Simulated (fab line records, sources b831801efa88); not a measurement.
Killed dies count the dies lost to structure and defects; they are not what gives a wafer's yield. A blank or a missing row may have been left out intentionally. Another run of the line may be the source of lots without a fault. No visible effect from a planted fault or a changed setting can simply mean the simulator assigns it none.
What tool caused it? || flow sfq line || 42 wafers from 14 lots sampled at 3 of the route's 325 steps

## WHAT THE GAUGES READ, wafer by wafer
No reading from a measuring or inspecting step in the record can be judged against a usual standard deviation.

## EACH LOT AND THE TOOL THAT RAN IT (in order: tool; ch and the chambers of the sampled wafers; start)
{"lot": "L166", "SFQ_TRILAYER_I2_VIA_LITHO_COAT_072": "litho track-01 ch 0, day 20 17:26", "SFQ_TRILAYER_I2_VIA_BARC_OPEN_VIA_ETCH_096": "rie diel-03 ch 0,2, day 24 09:08", "SFQ_TRILAYER_M6_STRIP_STRIP_163": "rie metal-03 ch 0,1, day 56 15:26"}
{"lot": "L167", "SFQ_TRILAYER_I2_VIA_LITHO_COAT_072": "litho track-01 ch 0, day 20 22:19", "SFQ_TRILAYER_I2_VIA_BARC_OPEN_VIA_ETCH_096": "rie diel-01 ch 2,3, day 24 11:32", "SFQ_TRILAYER_M6_STRIP_STRIP_163": "rie metal-01 ch 0, day 56 23:50"}
{"lot": "L168", "SFQ_TRILAYER_I2_VIA_LITHO_COAT_072": "litho track-04 ch 0, day 21 13:53", "SFQ_TRILAYER_I2_VIA_BARC_OPEN_VIA_ETCH_096": "rie diel-01 ch 0,2,3, day 25 01:20", "SFQ_TRILAYER_M6_STRIP_STRIP_163": "rie metal-01 ch 1, day 57 07:02"}
{"lot": "L169", "SFQ_TRILAYER_I2_VIA_LITHO_COAT_072": "litho track-01 ch 0, day 21 23:32", "SFQ_TRILAYER_I2_VIA_BARC_OPEN_VIA_ETCH_096": "rie diel-02 ch 1,2,3, day 25 08:32", "SFQ_TRILAYER_M6_STRIP_STRIP_163": "rie metal-02 ch 0,1, day 57 15:35"}
{"lot": "L170", "SFQ_TRILAYER_I2_VIA_LITHO_COAT_072": "litho track-01 ch 0, day 23 00:56", "SFQ_TRILAYER_I2_VIA_BARC_OPEN_VIA_ETCH_096": "rie diel-03 ch 0,1, day 26 07:20", "SFQ_TRILAYER_M6_STRIP_STRIP_163": "rie metal-02 ch 0,1, day 58 03:26"}
{"lot": "L176", "SFQ_TRILAYER_I2_VIA_LITHO_COAT_072": "litho track-01 ch 0, day 25 15:04", "SFQ_TRILAYER_I2_VIA_BARC_OPEN_VIA_ETCH_096": "rie diel-02 ch 1,2, day 28 17:42", "SFQ_TRILAYER_M6_STRIP_STRIP_163": "rie metal-01 ch 0,1, day 60 03:05"}
{"lot": "L177", "SFQ_TRILAYER_I2_VIA_LITHO_COAT_072": "litho track-01 ch 0, day 25 21:49", "SFQ_TRILAYER_I2_VIA_BARC_OPEN_VIA_ETCH_096": "rie diel-01 ch 0,3, day 28 23:42", "SFQ_TRILAYER_M6_STRIP_STRIP_163": "rie metal-03 ch 0, day 60 06:41"}
{"lot": "L179", "SFQ_TRILAYER_I2_VIA_LITHO_COAT_072": "litho track-01 ch 0, day 26 09:01", "SFQ_TRILAYER_I2_VIA_BARC_OPEN_VIA_ETCH_096": "rie diel-02 ch 1,2,3, day 29 10:18", "SFQ_TRILAYER_M6_STRIP_STRIP_163": "rie metal-03 ch 0, day 60 12:53"}
{"lot": "L182", "SFQ_TRILAYER_I2_VIA_LITHO_COAT_072": "litho track-02 ch 0, day 27 19:31", "SFQ_TRILAYER_I2_VIA_BARC_OPEN_VIA_ETCH_096": "rie diel-01 ch 0,1,2, day 31 01:31", "SFQ_TRILAYER_M6_STRIP_STRIP_163": "rie metal-03 ch 0, day 61 10:14"}
{"lot": "L183", "SFQ_TRILAYER_I2_VIA_LITHO_COAT_072": "litho track-02 ch 0, day 28 06:49", "SFQ_TRILAYER_I2_VIA_BARC_OPEN_VIA_ETCH_096": "rie diel-02 ch 0,1,3, day 31 08:43", "SFQ_TRILAYER_M6_STRIP_STRIP_163": "rie metal-02 ch 0,1, day 61 13:39"}
{"lot": "L185", "SFQ_TRILAYER_I2_VIA_LITHO_COAT_072": "litho track-02 ch 0, day 29 09:28", "SFQ_TRILAYER_I2_VIA_BARC_OPEN_VIA_ETCH_096": "rie diel-03 ch 1,2,3, day 32 09:17", "SFQ_TRILAYER_M6_STRIP_STRIP_163": "rie metal-01 ch 1, day 62 01:39"}
{"lot": "L186", "SFQ_TRILAYER_I2_VIA_LITHO_COAT_072": "litho track-02 ch 0, day 29 15:25", "SFQ_TRILAYER_I2_VIA_BARC_OPEN_VIA_ETCH_096": "rie diel-02 ch 0,1,3, day 32 15:17", "SFQ_TRILAYER_M6_STRIP_STRIP_163": "rie metal-03 ch 0, day 62 05:41"}
{"lot": "L187", "SFQ_TRILAYER_I2_VIA_LITHO_COAT_072": "litho track-01 ch 0, day 29 21:25", "SFQ_TRILAYER_I2_VIA_BARC_OPEN_VIA_ETCH_096": "rie diel-01 ch 0,1, day 32 21:17", "SFQ_TRILAYER_M6_STRIP_STRIP_163": "rie metal-03 ch 0, day 62 07:50"}
{"lot": "L188", "SFQ_TRILAYER_I2_VIA_LITHO_COAT_072": "litho track-04 ch 0, day 30 00:55", "SFQ_TRILAYER_I2_VIA_BARC_OPEN_VIA_ETCH_096": "rie diel-03 ch 2,3, day 33 00:53", "SFQ_TRILAYER_M6_STRIP_STRIP_163": "rie metal-01 ch 0,1, day 62 11:27"}
- SFQ_TRILAYER_I2_VIA_LITHO_COAT_072: resist thk 62 nm.
- SFQ_TRILAYER_I2_VIA_BARC_OPEN_VIA_ETCH_096: etches BARC in O2, target depth 125 nm, time 41.7 s.
- SFQ_TRILAYER_M6_STRIP_STRIP_163: strips in O2.

## WHAT THE TOOLS THEMSELVES READ (means of the sampled wafers that have a number; where no wafer has one, the mark that the record gives instead)
SFQ_TRILAYER_I2_VIA_BARC_OPEN_VIA_ETCH_096. Usual: drypump motor current A 5.9 A, standard deviation 0.56; oes product au 0.685 a.u., standard deviation 0.0047.
{"lot": "L166", "tool": "rie diel-03", "drypump motor current A (A)": 6.3, "oes product au (a.u.)": 0.688, "flag": ""}
{"lot": "L167", "tool": "rie diel-01", "drypump motor current A (A)": 6.2, "oes product au (a.u.)": 0.680, "flag": ""}
{"lot": "L168", "tool": "rie diel-01", "drypump motor current A (A)": 5.7, "oes product au (a.u.)": 0.684, "flag": ""}
{"lot": "L169", "tool": "rie diel-02", "drypump motor current A (A)": 6.0, "oes product au (a.u.)": 0.684, "flag": ""}
{"lot": "L170", "tool": "rie diel-03", "drypump motor current A (A)": 6.3, "oes product au (a.u.)": 0.688, "flag": ""}
{"lot": "L176", "tool": "rie diel-02", "drypump motor current A (A)": 5.7, "oes product au (a.u.)": 0.684, "flag": ""}
{"lot": "L177", "tool": "rie diel-01", "drypump motor current A (A)": 5.6, "oes product au (a.u.)": 0.704, "flag": "OFF"}
{"lot": "L179", "tool": "rie diel-02", "drypump motor current A (A)": 6.0, "oes product au (a.u.)": 0.702, "flag": "OFF"}
{"lot": "L182", "tool": "rie diel-01", "drypump motor current A (A)": 5.7, "oes product au (a.u.)": 0.686, "flag": ""}
{"lot": "L183", "tool": "rie diel-02", "drypump motor current A (A)": 6.0, "oes product au (a.u.)": 0.687, "flag": ""}
{"lot": "L185", "tool": "rie diel-03", "drypump motor current A (A)": 5.8, "oes product au (a.u.)": 0.679, "flag": ""}
{"lot": "L186", "tool": "rie diel-02", "drypump motor current A (A)": 6.0, "oes product au (a.u.)": 0.685, "flag": ""}
{"lot": "L187", "tool": "rie diel-01", "drypump motor current A (A)": 5.3, "oes product au (a.u.)": 0.684, "flag": ""}
{"lot": "L188", "tool": "rie diel-03", "drypump motor current A (A)": 5.8, "oes product au (a.u.)": 0.683, "flag": ""}

SFQ_TRILAYER_M6_STRIP_STRIP_163. Usual: drypump motor current A 6.04 A, standard deviation 0.29; oes product au 1.002 a.u., standard deviation 0.0091.
{"lot": "L166", "tool": "rie metal-03", "drypump motor current A (A)": 6.37, "oes product au (a.u.)": 1.002, "flag": ""}
{"lot": "L167", "tool": "rie metal-01", "drypump motor current A (A)": 6.20, "oes product au (a.u.)": 0.989, "flag": ""}
{"lot": "L168", "tool": "rie metal-01", "drypump motor current A (A)": 6.34, "oes product au (a.u.)": 0.997, "flag": ""}
{"lot": "L169", "tool": "rie metal-02", "drypump motor current A (A)": 5.63, "oes product au (a.u.)": 1.005, "flag": ""}
{"lot": "L170", "tool": "rie metal-02", "drypump motor current A (A)": 5.69, "oes product au (a.u.)": 1.002, "flag": ""}
{"lot": "L176", "tool": "rie metal-01", "drypump motor current A (A)": 6.29, "oes product au (a.u.)": 1.007, "flag": ""}
{"lot": "L177", "tool": "rie metal-03", "drypump motor current A (A)": 5.92, "oes product au (a.u.)": 0.999, "flag": ""}
{"lot": "L179", "tool": "rie metal-03", "drypump motor current A (A)": 5.90, "oes product au (a.u.)": 1.003, "flag": ""}
{"lot": "L182", "tool": "rie metal-03", "drypump motor current A (A)": 5.90, "oes product au (a.u.)": 0.991, "flag": ""}
{"lot": "L183", "tool": "rie metal-02", "drypump motor current A (A)": 5.63, "oes product au (a.u.)": 1.006, "flag": ""}
{"lot": "L185", "tool": "rie metal-01", "drypump motor current A (A)": 6.37, "oes product au (a.u.)": 1.012, "flag": ""}
{"lot": "L186", "tool": "rie metal-03", "drypump motor current A (A)": 5.94, "oes product au (a.u.)": 0.990, "flag": ""}
{"lot": "L187", "tool": "rie metal-03", "drypump motor current A (A)": 5.91, "oes product au (a.u.)": 0.994, "flag": ""}
{"lot": "L188", "tool": "rie metal-01", "drypump motor current A (A)": 6.26, "oes product au (a.u.)": 0.993, "flag": ""}

## THE ANSWER, worked out from the rows above alone
Rule: a lot is off if the mean of its wafers that have a number lies more than 3 standard deviations from the usual mean. A lot without any number at a reading at which 4 lots or more have one is off too. The other lots that the step has rows for count as sound. First the gauges in route order, then the tools' own readings, where a lot's mean is used as printed above. At the first step where some lot is off, the reading lying furthest off is the one used; lots without a number count as furthest.
Off, at SFQ_TRILAYER_I2_VIA_BARC_OPEN_VIA_ETCH_096 on oes product au: L177, L179.
A tool fits if, at that step or a process step before it, it ran every lot that is off, and no sound lot after the first of them. Of those tried, none fits.

## WHAT THE SIMULATOR HAD PUT IN
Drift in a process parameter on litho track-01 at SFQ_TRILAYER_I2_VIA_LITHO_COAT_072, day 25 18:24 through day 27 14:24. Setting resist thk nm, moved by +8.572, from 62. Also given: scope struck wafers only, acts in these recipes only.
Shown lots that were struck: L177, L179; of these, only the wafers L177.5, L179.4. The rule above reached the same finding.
